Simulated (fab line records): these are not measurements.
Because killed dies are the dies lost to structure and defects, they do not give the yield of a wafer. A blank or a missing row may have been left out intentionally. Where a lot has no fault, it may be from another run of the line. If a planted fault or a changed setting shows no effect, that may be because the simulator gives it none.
fab line records + flow gf180mcu
record:
- lots: 14
- wafers: 42
- last_day: 34
route steps=602 shown NWELL@46 CONTACT@302 M3@424 V3@444
lots untouched by any fault: they come from a run of this same line in which no faults occurred
start_h: start of the lot's first displayed wafer, in hours after the record's first day + wait_h: how many hours have passed since the lot's step before this one + " the same as in the row above + L1.1+2: a row that stands for several wafers + - no value present, or no start provided + * or withheld: withheld + < > ~ a bound
route shown NAME@n: a module of which the file shows steps, and the number in the route of the first + usual: mean/standard deviation taken from wafers without a fault + same: alike in all rows + chamber/n: place in a boat + sites: readings site by site + _std_site: standard deviation across them + _edge_site: mean of outer sites minus mean of inner sites + radius_mm: for every site, how far away it sits from the centre of the wafer + mask NAME#n: copy n + behind: the tool/chamber that last shaped the wafer + hold: cause of the lot's hold/its duration in hours/its outcome + device: names the non-switching transistor (n, p or np) + end of line: the same wafers' tests at the end of the route + a step given without rows: its recipe and nothing more + killed: not the wafer's yield, but the dies lost to structure and defects at the first sort + map: shows each die of a wafer: x if killed, . if not, _ if none is there
set.NAME: the setting as run; set.NAME@STEP: as run at that earlier step + model.NAME: the simulator's own value behind a step, which no gauge read
steps of the route over a sample of lots; a table a step, a row a wafer
services: from which hour (start_h, from the record's first day; less than 0 if before it) a tool's chamber was out of use, for how many hours, and why
== steps ==
step: GF_NWELL_EXPOSE_04
recipe:
- mask_id: Nwell
- target_cd_nm: 860
- na: 0.6
- source_shape: conventional
- sigma_outer: 0.6
- dose_mj: 260
usual:
- reticle_temp_C: 23.01/0.099
| lot.wafer | tool             | chamber | start_h | wait_h | mask    | reticle_temp_C |
|-----------|------------------|---------|---------|--------|---------|----------------|
| L564.1    | iline_stepper-02 | 0       | 48.80   | -      | Nwell#0 | 22.95          |
| L564.5    | "                | 0       | "       | "      | Nwell#0 | 22.98          |
| L564.6    | "                | 0       | "       | "      | Nwell#0 | 23.04          |
| L565.3    | iline_stepper-01 | 0       | 57.31   | -      | Nwell#0 | 23.12          |
| L565.5    | "                | 0       | "       | "      | Nwell#0 | 22.94          |
| L565.6    | "                | 0       | "       | "      | Nwell#0 | 23.02          |
| L567.1    | iline_stepper-02 | 0       | 65.80   | -      | Nwell#0 | 22.94          |
| L567.3    | "                | 0       | "       | "      | Nwell#0 | 23.04          |
| L567.4    | "                | 0       | "       | "      | Nwell#0 | 23.02          |
| L568.3    | iline_stepper-02 | 0       | 69.39   | -      | Nwell#0 | 22.87          |
| L568.4    | "                | 0       | "       | "      | Nwell#0 | 22.97          |
| L568.5    | "                | 0       | "       | "      | Nwell#0 | 22.89          |
| L569.2    | iline_stepper-01 | 0       | 73.87   | -      | Nwell#0 | 22.94          |
| L569.3    | "                | 0       | "       | "      | Nwell#0 | 22.90          |
| L569.4    | "                | 0       | "       | "      | Nwell#0 | 22.86          |
| L570.2    | iline_stepper-01 | 0       | 90.24   | -      | Nwell#0 | 23.06          |
| L570.3    | "                | 0       | "       | "      | Nwell#0 | 23.20          |
| L570.5    | "                | 0       | "       | "      | Nwell#0 | 23.17          |
| L571.3    | iline_stepper-02 | 0       | 90.71   | -      | Nwell#0 | 23.04          |
| L571.4    | "                | 0       | "       | "      | Nwell#0 | 23.03          |
| L571.6    | "                | 0       | "       | "      | Nwell#0 | 23.00          |
| L572.2    | iline_stepper-01 | 0       | 95.01   | -      | Nwell#0 | 23.15          |
| L572.3    | "                | 0       | "       | "      | Nwell#0 | 23.03          |
| L572.4    | "                | 0       | "       | "      | Nwell#0 | 23.04          |
| L573.1    | iline_stepper-01 | 0       | 97.45   | -      | Nwell#0 | 22.99          |
| L573.2    | "                | 0       | "       | "      | Nwell#0 | 23.08          |
| L573.6    | "                | 0       | "       | "      | Nwell#0 | 22.88          |
| L574.1    | iline_stepper-01 | 0       | 106.97  | -      | Nwell#0 | 22.90          |
| L574.2    | "                | 0       | "       | "      | Nwell#0 | 23.15          |
| L574.6    | "                | 0       | "       | "      | Nwell#0 | 23.10          |
| L575.1    | iline_stepper-01 | 0       | 111.70  | -      | Nwell#0 | 22.90          |
| L575.3    | "                | 0       | "       | "      | Nwell#0 | 23.00          |
| L575.6    | "                | 0       | "       | "      | Nwell#0 | 22.98          |
| L579.2    | iline_stepper-01 | 0       | 128.64  | -      | Nwell#0 | 23.06          |
| L579.4    | "                | 0       | "       | "      | Nwell#0 | 23.06          |
| L579.5    | "                | 0       | "       | "      | Nwell#0 | 23.09          |
| L581.1    | iline_stepper-01 | 0       | 140.51  | -      | Nwell#0 | 22.89          |
| L581.2    | "                | 0       | "       | "      | Nwell#0 | 23.00          |
| L581.3    | "                | 0       | "       | "      | Nwell#0 | 23.02          |
| L585.1    | iline_stepper-02 | 0       | 161.82  | -      | Nwell#0 | 23.18          |
| L585.3    | "                | 0       | "       | "      | Nwell#0 | 23.06          |
| L585.5    | "                | 0       | "       | "      | Nwell#0 | 23.15          |
step: GF_NWELL_OVL_MEAS_07
usual:
- NWELL_OVL: 1.0/1.4
| lot.wafer | tool       | chamber | start_h | wait_h | NWELL_OVL[nm] |
|-----------|------------|---------|---------|--------|---------------|
| L564.1    | overlay-01 | -       | 55.10   | -      | 0.4           |
| L564.5    | "          | -       | "       | "      | 0.1           |
| L564.6    | "          | -       | "       | "      | 1.4           |
| L565.3    | overlay-02 | -       | 63.08   | -      | -2.3          |
| L565.5    | "          | -       | "       | "      | -1.4          |
| L565.6    | "          | -       | "       | "      | -0.3          |
| L567.1    | overlay-01 | -       | 71.55   | -      | 1.9           |
| L567.3    | "          | -       | "       | "      | 2.1           |
| L567.4    | "          | -       | "       | "      | 3.3           |
| L568.3    | overlay-02 | -       | 75.76   | -      | 0.0           |
| L568.4    | "          | -       | "       | "      | 0.2           |
| L568.5    | "          | -       | "       | "      | 1.4           |
| L569.2    | overlay-02 | -       | 80.63   | -      | 1.7           |
| L569.3    | "          | -       | "       | "      | 2.7           |
| L569.4    | "          | -       | "       | "      | 1.5           |
| L570.2    | overlay-01 | -       | 97.13   | -      | 3.0           |
| L570.3    | "          | -       | "       | "      | 3.7           |
| L570.5    | "          | -       | "       | "      | 2.7           |
| L571.3    | overlay-02 | -       | 97.31   | -      | 0.7           |
| L571.4    | "          | -       | "       | "      | -0.8          |
| L571.6    | "          | -       | "       | "      | -1.9          |
| L572.2    | overlay-01 | -       | 101.23  | -      | 0.1           |
| L572.3    | "          | -       | "       | "      | 1.4           |
| L572.4    | "          | -       | "       | "      | 3.5           |
| L573.1    | overlay-02 | -       | 103.75  | -      | 0.4           |
| L573.2    | "          | -       | "       | "      | -0.1          |
| L573.6    | "          | -       | "       | "      | 1.2           |
| L574.1    | overlay-02 | -       | 113.90  | -      | 1.8           |
| L574.2    | "          | -       | "       | "      | -1.0          |
| L574.6    | "          | -       | "       | "      | 0.2           |
| L575.1    | overlay-02 | -       | 117.80  | -      | -0.9          |
| L575.3    | "          | -       | "       | "      | -0.7          |
| L575.6    | "          | -       | "       | "      | -0.6          |
| L579.2    | overlay-01 | -       | 135.40  | -      | -76.1         |
| L579.4    | "          | -       | "       | "      | -77.9         |
| L579.5    | "          | -       | "       | "      | -77.7         |
| L581.1    | overlay-02 | -       | 147.82  | -      | -79.5         |
| L581.2    | "          | -       | "       | "      | -77.9         |
| L581.3    | "          | -       | "       | "      | -78.8         |
| L585.1    | overlay-02 | -       | 169.75  | -      | -0.2          |
| L585.3    | "          | -       | "       | "      | 1.1           |
| L585.5    | "          | -       | "       | "      | 1.6           |
step: GF_CONTACT_OVL_MEAS_15
usual:
- CONTACT_OVL: -1/5.3
| lot.wafer | tool       | chamber | start_h | wait_h | CONTACT_OVL[nm] |
|-----------|------------|---------|---------|--------|-----------------|
| L564.1    | overlay-02 | -       | 355.22  | 0.1    | 0               |
| L564.5    | "          | -       | "       | "      | -3              |
| L564.6    | "          | -       | "       | "      | 0               |
| L565.3    | overlay-02 | -       | 369.38  | 0.1    | 19              |
| L565.5    | "          | -       | "       | "      | 3               |
| L565.6    | "          | -       | "       | "      | 2               |
| L567.1    | overlay-02 | -       | 379.51  | 0.1    | 1               |
| L567.3    | "          | -       | "       | "      | -3              |
| L567.4    | "          | -       | "       | "      | -1              |
| L568.3    | overlay-01 | -       | 389.68  | 0.1    | 4               |
| L568.4    | "          | -       | "       | "      | -1              |
| L568.5    | "          | -       | "       | "      | 1               |
| L569.2    | overlay-01 | -       | 401.32  | 0.1    | -4              |
| L569.3    | "          | -       | "       | "      | -1              |
| L569.4    | "          | -       | "       | "      | 4               |
| L570.2    | overlay-01 | -       | 424.72  | 0.1    | -9              |
| L570.3    | "          | -       | "       | "      | -5              |
| L570.5    | "          | -       | "       | "      | -3              |
| L571.3    | overlay-01 | -       | 427.18  | 0.1    | 0               |
| L571.4    | "          | -       | "       | "      | -2              |
| L571.6    | "          | -       | "       | "      | -6              |
| L572.2    | overlay-02 | -       | 433.22  | 0.1    | 0               |
| L572.3    | "          | -       | "       | "      | 4               |
| L572.4    | "          | -       | "       | "      | 8               |
| L573.1    | overlay-02 | -       | 440.06  | 0.1    | 4               |
| L573.2    | "          | -       | "       | "      | 4               |
| L573.6    | "          | -       | "       | "      | 0               |
| L574.1    | overlay-02 | -       | 458.81  | 0.1    | -3              |
| L574.2    | "          | -       | "       | "      | 1               |
| L574.6    | "          | -       | "       | "      | 6               |
| L575.1    | overlay-01 | -       | 460.71  | 0.1    | -5              |
| L575.3    | "          | -       | "       | "      | -5              |
| L575.6    | "          | -       | "       | "      | -7              |
| L579.2    | overlay-02 | -       | 491.52  | 0.1    | -11             |
| L579.4    | "          | -       | "       | "      | -10             |
| L579.5    | "          | -       | "       | "      | -13             |
| L581.1    | overlay-01 | -       | 511.90  | 0.1    | -1              |
| L581.2    | "          | -       | "       | "      | 3               |
| L581.3    | "          | -       | "       | "      | -7              |
| L585.1    | overlay-02 | -       | 546.32  | 0.1    | -6              |
| L585.3    | "          | -       | "       | "      | -3              |
| L585.5    | "          | -       | "       | "      | -10             |
step: GF_M3_OVL_MEAS_15
usual:
- M3_OVL: -1/5.6
| lot.wafer | tool       | chamber | start_h | wait_h | M3_OVL[nm] |
|-----------|------------|---------|---------|--------|------------|
| L564.1    | overlay-01 | -       | 481.61  | 0.1    | -11        |
| L564.5    | "          | -       | "       | "      | -10        |
| L564.6    | "          | -       | "       | "      | -2         |
| L565.3    | overlay-01 | -       | 496.22  | 0.1    | -9         |
| L565.5    | "          | -       | "       | "      | -7         |
| L565.6    | "          | -       | "       | "      | -1         |
| L567.1    | overlay-02 | -       | 507.68  | 0.1    | 4          |
| L567.3    | "          | -       | "       | "      | -5         |
| L567.4    | "          | -       | "       | "      | -13        |
| L568.3    | overlay-01 | -       | 516.27  | 0.1    | -6         |
| L568.4    | "          | -       | "       | "      | -4         |
| L568.5    | "          | -       | "       | "      | -6         |
| L569.2    | overlay-02 | -       | 527.64  | 0.1    | -3         |
| L569.3    | "          | -       | "       | "      | 6          |
| L569.4    | "          | -       | "       | "      | -2         |
| L570.2    | overlay-02 | -       | 550.62  | 0.1    | 6          |
| L570.3    | "          | -       | "       | "      | 8          |
| L570.5    | "          | -       | "       | "      | 10         |
| L571.3    | overlay-01 | -       | 551.92  | 0.1    | 3          |
| L571.4    | "          | -       | "       | "      | -2         |
| L571.6    | "          | -       | "       | "      | -3         |
| L572.2    | overlay-02 | -       | 557.99  | 0.1    | 1          |
| L572.3    | "          | -       | "       | "      | 6          |
| L572.4    | "          | -       | "       | "      | 2          |
| L573.1    | overlay-02 | -       | 563.66  | 0.1    | 0          |
| L573.2    | "          | -       | "       | "      | 1          |
| L573.6    | "          | -       | "       | "      | -1         |
| L574.1    | overlay-01 | -       | 580.73  | 0.1    | 0          |
| L574.2    | "          | -       | "       | "      | -4         |
| L574.6    | "          | -       | "       | "      | -6         |
| L575.1    | overlay-02 | -       | 582.46  | 0.1    | 0          |
| L575.3    | "          | -       | "       | "      | -6         |
| L575.6    | "          | -       | "       | "      | 3          |
| L579.2    | overlay-01 | -       | 610.69  | 0.1    | 5          |
| L579.4    | "          | -       | "       | "      | -7         |
| L579.5    | "          | -       | "       | "      | -7         |
| L581.1    | overlay-01 | -       | 629.61  | 0.1    | -3         |
| L581.2    | "          | -       | "       | "      | -4         |
| L581.3    | "          | -       | "       | "      | -6         |
| L585.1    | overlay-01 | -       | 659.81  | 0.1    | -4         |
| L585.3    | "          | -       | "       | "      | -5         |
| L585.5    | "          | -       | "       | "      | -4         |
step: GF_V3_OVL_MEAS_15
usual:
- V3_OVL: -1/5.1
| lot.wafer | tool       | chamber | start_h | wait_h | V3_OVL[nm] |
|-----------|------------|---------|---------|--------|------------|
| L564.1    | overlay-02 | -       | 506.38  | 0.1    | 3          |
| L564.5    | "          | -       | "       | "      | 0          |
| L564.6    | "          | -       | "       | "      | -2         |
| L565.3    | overlay-01 | -       | 520.62  | 0.1    | 1          |
| L565.5    | "          | -       | "       | "      | -1         |
| L565.6    | "          | -       | "       | "      | -9         |
| L567.1    | overlay-02 | -       | 531.83  | 0.1    | 3          |
| L567.3    | "          | -       | "       | "      | -10        |
| L567.4    | "          | -       | "       | "      | -7         |
| L568.3    | overlay-01 | -       | 540.47  | 0.1    | -2         |
| L568.4    | "          | -       | "       | "      | -4         |
| L568.5    | "          | -       | "       | "      | 3          |
| L569.2    | overlay-01 | -       | 551.57  | 0.1    | 1          |
| L569.3    | "          | -       | "       | "      | 2          |
| L569.4    | "          | -       | "       | "      | -3         |
| L570.2    | overlay-02 | -       | 573.99  | 0.1    | -3         |
| L570.3    | "          | -       | "       | "      | -4         |
| L570.5    | "          | -       | "       | "      | -5         |
| L571.3    | overlay-01 | -       | 575.22  | 0.1    | -2         |
| L571.4    | "          | -       | "       | "      | -4         |
| L571.6    | "          | -       | "       | "      | -4         |
| L572.2    | overlay-02 | -       | 580.67  | 0.1    | -3         |
| L572.3    | "          | -       | "       | "      | -5         |
| L572.4    | "          | -       | "       | "      | -4         |
| L573.1    | overlay-01 | -       | 585.78  | 0.1    | 0          |
| L573.2    | "          | -       | "       | "      | -4         |
| L573.6    | "          | -       | "       | "      | 5          |
| L574.1    | overlay-02 | -       | 603.98  | 0.1    | -12        |
| L574.2    | "          | -       | "       | "      | -13        |
| L574.6    | "          | -       | "       | "      | -10        |
| L575.1    | overlay-01 | -       | 605.53  | 0.1    | -2         |
| L575.3    | "          | -       | "       | "      | -4         |
| L575.6    | "          | -       | "       | "      | 8          |
| L579.2    | overlay-02 | -       | 633.09  | 0.1    | 2          |
| L579.4    | "          | -       | "       | "      | -5         |
| L579.5    | "          | -       | "       | "      | 2          |
| L581.1    | overlay-01 | -       | 652.17  | 0.1    | -1         |
| L581.2    | "          | -       | "       | "      | -5         |
| L581.3    | "          | -       | "       | "      | -4         |
| L585.1    | overlay-02 | -       | 680.41  | 0.1    | -2         |
| L585.3    | "          | -       | "       | "      | 1          |
| L585.5    | "          | -       | "       | "      | -2         |
== services ==
| tool             | chamber | start_h | hours | kind        |
|------------------|---------|---------|-------|-------------|
| iline_stepper-02 | -       | 51.04   | 10.5  | repair      |
| iline_stepper-02 | 0       | 67.98   | -     | calibration |
| iline_stepper-01 | 0       | 124.66  | -     | calibration |
| iline_stepper-02 | -       | 150.82  | 4.4   | pm          |
== key ==
first_sign:
- step: GF_NWELL_OVL_MEAS_07
- reading: NWELL_OVL
- direction: down
- sigmas: 58
- usual: 1.0
- struck: -78.0
effect none on later readings
met_at GF_NWELL_EXPOSE_04
struck_lots L579,L581
tester_left_out L579,L581
not_acting_at GF_CONTACT_OVL_MEAS_15,GF_M3_OVL_MEAS_15,GF_V3_OVL_MEAS_15
onset_between 111.70 128.64
fault:
- kind: scanner_matching_overlay
- tool: iline_stepper-01
- chamber: -
- onset_h: 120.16
- steps: GF_NWELL_EXPOSE_04
- offset: -79.162
tester_left_out: of these lots the tester's yield and bins aren't shown, on N5 and GAA mostly nor the transistor test; their killed dies are dies lost to structure and defects alone, not to doping, threshold or leakage, so they don't give the yield
